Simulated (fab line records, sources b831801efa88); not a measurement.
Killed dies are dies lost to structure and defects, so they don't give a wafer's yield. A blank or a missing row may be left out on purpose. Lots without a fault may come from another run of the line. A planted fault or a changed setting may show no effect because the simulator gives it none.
One fault seen from 2 desks | flow gf180mcu | each desk has only its own numbers; what lay behind them comes last

THE METROLOGY DESK
What the gauges read, lot by lot, whatever tool the lot ran on: means of the sampled wafers that have a number. A lot is out of limits, marked OUT, if its mean lies more than 4 standard deviations from the usual mean; the brackets give that distance.
Columns: A = V1_CVD_02_THK at GF_V1_THK_MEAS_03, usual 852 nm
lot  | first seen here | A
L379 | day 18 05:11    | 853
L380 | day 18 09:26    | 856
L381 | day 18 12:51    | 847
L383 | day 19 02:47    | 847
L384 | day 19 23:09    | 848
L385 | day 20 08:58    | 858
L386 | day 20 13:32    | 853
L387 | day 21 00:01    | 858
L390 | day 22 08:29    | 819
L391 | day 22 15:19    | 847
L399 | day 24 22:45    | 847
L400 | day 25 04:10    | 852
This desk's finding: nothing out of limits on any of the 12 lots.

THE TOOL OWNER'S DESK: pecvd-01
The tool's own readings at GF_V1_CVD_02 (deposits SiO2 from TEOS, target thk 850 nm, time 94.851 s): means of the sampled wafers that have a number, for each lot that ran on this tool. A lot is out of limits, marked OUT, if its mean lies more than 4 standard deviations from the usual mean; the brackets give that distance.
Columns: A = heater_power_outer_w at GF_V1_CVD_02, usual 394 W; B = heater_power_w at GF_V1_CVD_02, usual 680 W; C = rf_fwd_power_W at GF_V1_CVD_02, usual 596.5 W
lot  | first seen here | A   | B   | C
L383 | day 19 02:43    | 452 | 737 | 597.9
L384 | day 19 23:05    | 416 | 688 | 596.0
L385 | day 20 08:54    | 474 | 736 | 599.1
L386 | day 20 13:28    | 426 | 672 | 596.0
L387 | day 20 23:56    | 440 | 732 | 598.5
L390 | day 22 08:24    | 402 | 673 | 597.3
This desk's finding: nothing out of limits on any of the 6 lots.

PUT TOGETHER
The metrology desk saw nothing out of limits.
The tool owner's desk saw nothing out of limits.

WHAT THE SIMULATOR HAD PUT IN
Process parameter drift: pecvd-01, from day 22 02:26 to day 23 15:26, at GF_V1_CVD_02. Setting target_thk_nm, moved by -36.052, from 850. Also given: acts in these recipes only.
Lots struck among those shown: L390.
